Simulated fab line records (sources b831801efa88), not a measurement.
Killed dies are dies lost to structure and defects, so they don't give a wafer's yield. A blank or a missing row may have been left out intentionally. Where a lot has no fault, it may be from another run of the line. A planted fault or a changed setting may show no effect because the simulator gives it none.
The tool behind it: which one?	flow sky130	11 lots with 33 wafers sampled at 4 steps, on a route of 708 steps

== WHAT THE GAUGES READ, wafer by wafer ==
SKY_VT_ADJUST_PCH_TW_MEAS_10. Usual: VT_ADJUST_PCH_TW gives 142.0 (standard deviation 0.9).
lot	measured	on	VT_ADJUST_PCH_TW	flag
L956	day 10 13:32	film_metro-03	140.4 141.5 141.0	
L959	day 11 00:15	film_metro-03	142.0 141.6 142.3	
L960	day 11 06:38	film_metro-02	143.5 143.9 143.4	
L962	day 12 01:08	film_metro-03	142.7 142.6 142.5	
L965	day 12 20:22	film_metro-02	142.7 142.7 142.3	
L966	day 13 09:26	film_metro-01	141.9 142.0 141.8	
L970	day 14 18:22	film_metro-03	140.8 141.0 140.2	
L971	day 14 23:54	film_metro-03	141.6 141.2 140.6	
L977	day 16 16:00	film_metro-01	140.6 141.2 140.8	
L978	day 17 00:48	film_metro-03	142.9 142.2 142.7	
L979	day 18 09:20	film_metro-03	141.6 141.5 141.7	

SKY_SONOS_ONO_THK_MEAS_05. Usual: SONOS_ONO_CVD_04_THK gives 5.69 nm (standard deviation 0.11).
lot	measured	on	SONOS_ONO_CVD_04_THK (nm)	flag
L956	day 12 01:50	film_metro-04	5.59 5.59 5.61	
L959	day 12 11:11	film_metro-04	5.75 5.62 5.75	
L960	day 12 11:07	film_metro-04	5.63 5.53 5.56	
L962	day 13 06:52	film_metro-01	5.72 5.89 5.77	
L965	day 14 03:26	film_metro-01	5.52 5.58 5.53	
L966	day 14 17:50	film_metro-03	5.61 5.72 5.64	
L970	day 16 03:40	film_metro-04	5.76 5.67 5.70	
L971	day 16 08:39	film_metro-01	5.55 5.61 5.55	
L977	day 18 03:30	film_metro-04	5.71 5.72 5.74	
L978	day 18 21:21	film_metro-01	5.72 5.68 5.81	
L979	day 19 19:50	film_metro-01	5.98 5.92 5.95	

SKY_POLY_GATE_THK_MEAS_21. Usual: POLY_GATE_OXIDATION_THK gives 4.02 nm (standard deviation 0.083).
lot	measured	on	POLY_GATE_OXIDATION_THK (nm)	flag
L956	day 16 20:07	film_metro-01	4.04 4.08 3.99	
L959	day 17 08:25	film_metro-01	4.07 4.02 4.16	
L960	day 17 06:32	film_metro-03	3.98 3.94 3.99	
L962	day 18 06:19	film_metro-01	3.99 3.98 3.94	
L965	day 19 10:04	film_metro-01	3.89 3.92 3.99	
L966	day 19 19:31	film_metro-02	3.91 4.00 3.94	
L970	day 21 14:05	film_metro-01	3.03 2.98 3.06	OFF
L971	day 21 20:49	film_metro-01	3.07 3.07 2.96	OFF
L977	day 23 19:34	film_metro-01	3.87 3.89 3.93	
L978	day 24 08:16	film_metro-01	4.00 3.90 3.93	
L979	day 25 04:04	film_metro-01	4.02 3.89 3.95	

== WHAT TOOL EACH LOT RAN ON (gives the tool, then ch and the chambers of the sampled wafers, and finally the start) ==
lot	SKY_POLY_GATE_OXIDATION_20
L956	furnace-02 ch 0, day 16 18:52
L959	furnace-01 ch 0, day 17 07:09
L960	furnace-02 ch 0, day 17 05:16
L962	furnace-02 ch 0, day 18 05:04
L965	furnace-01 ch 0, day 19 08:49
L966	furnace-01 ch 0, day 19 18:16
L970	furnace-02 ch 0, day 21 12:49
L971	furnace-02 ch 0, day 21 19:34
L977	furnace-01 ch 0, day 23 18:19
L978	furnace-02 ch 0, day 24 07:01
L979	furnace-01 ch 0, day 25 02:48
- SKY_POLY_GATE_OXIDATION_20: stabilise 600 s, purge 300 s, target thk 4 nm.

== AS READ BY THE TOOLS THEMSELVES (means over the sampled wafers that have a number; for cases with no such wafer, the mark the record gives instead) ==
SKY_POLY_GATE_OXIDATION_20. Usual: spike_tc_bottom_C 871.3 C, standard deviation 0.98; spike_tc_centre_C 851.0 C, standard deviation 1.4; spike_tc_lower_C 850.0 C, standard deviation 1.6; spike_tc_top_C 862.4 C, standard deviation 1.4; spike_tc_upper_C 849.1 C, standard deviation 1.2; tube_center_temp_C 850 C, standard deviation 0.08; tube_center_temp_C_max 852.2, standard deviation 0.32; zone_power_bottom_pct 25.0 %, standard deviation 0.65; zone_power_top_pct 29.1 %, standard deviation 0.34.
lot	tool	spike_tc_bottom_C (C)	spike_tc_centre_C (C)	spike_tc_lower_C (C)	spike_tc_top_C (C)	spike_tc_upper_C (C)	tube_center_temp_C (C)	tube_center_temp_C_max	zone_power_bottom_pct (%)	zone_power_top_pct (%)	flag
L956	furnace-02	870.7	852.0	849.6	861.4	849.9	850	852.3	24.6	28.8	
L959	furnace-01	871.8	850.0	852.2	864.1	848.3	850	851.9	25.7	29.4	
L960	furnace-02	870.7	853.2	848.6	862.2	850.9	850	852.3	24.4	29.0	
L962	furnace-02	871.6	852.3	848.8	861.8	849.7	850	852.1	24.3	29.0	
L965	furnace-01	871.6	849.9	850.5	862.4	848.6	850	852.3	25.6	29.3	
L966	furnace-01	871.4	849.2	851.4	862.7	846.9	850	852.0	25.9	29.5	
L970	furnace-02	847.1	827.8	824.9	838.3	824.5	826	828.0	22.9	27.7	OFF
L971	furnace-02	846.8	826.8	824.3	838.1	825.6	826	828.1	23.1	27.5	OFF
L977	furnace-01	870.8	850.0	852.2	863.5	849.4	850	852.5	25.6	29.4	
L978	furnace-02	871.6	852.2	848.4	860.9	848.9	850	852.4	24.3	29.0	
L979	furnace-01	871.2	849.9	849.7	863.5	848.0	850	852.2	25.7	29.4	

== THE ANSWER, worked out from the rows above alone ==
Rule: take the mean of a lot's wafers that have a number; if it is more than 3 standard deviations from the usual mean, the lot is off. Also off: a lot with no number at a reading for which 4 or more lots have one. Where the step has rows for the other lots, those lots are counted as sound. Order of review: gauges by route order, followed by the tools' own readings, for which a lot's mean as printed above is used. At the first step where some lot is off, the reading lying furthest off is the one used; lots without a number count as furthest.
Off: L970, L971, at SKY_POLY_GATE_THK_MEAS_21 (POLY_GATE_OXIDATION_THK).
If a tool, at a process step before that reading, ran all the lots that are off and no sound lot after the first of them, it fits. Not tried: the gauges at SKY_POLY_GATE_THK_MEAS_21; whatever is off there is also off at SKY_POLY_GATE_OXIDATION_20, on other tools, and gauge error can't account for it. Of those tried, none fits.

== WHAT HAD BEEN PUT IN BY THE SIMULATOR ==
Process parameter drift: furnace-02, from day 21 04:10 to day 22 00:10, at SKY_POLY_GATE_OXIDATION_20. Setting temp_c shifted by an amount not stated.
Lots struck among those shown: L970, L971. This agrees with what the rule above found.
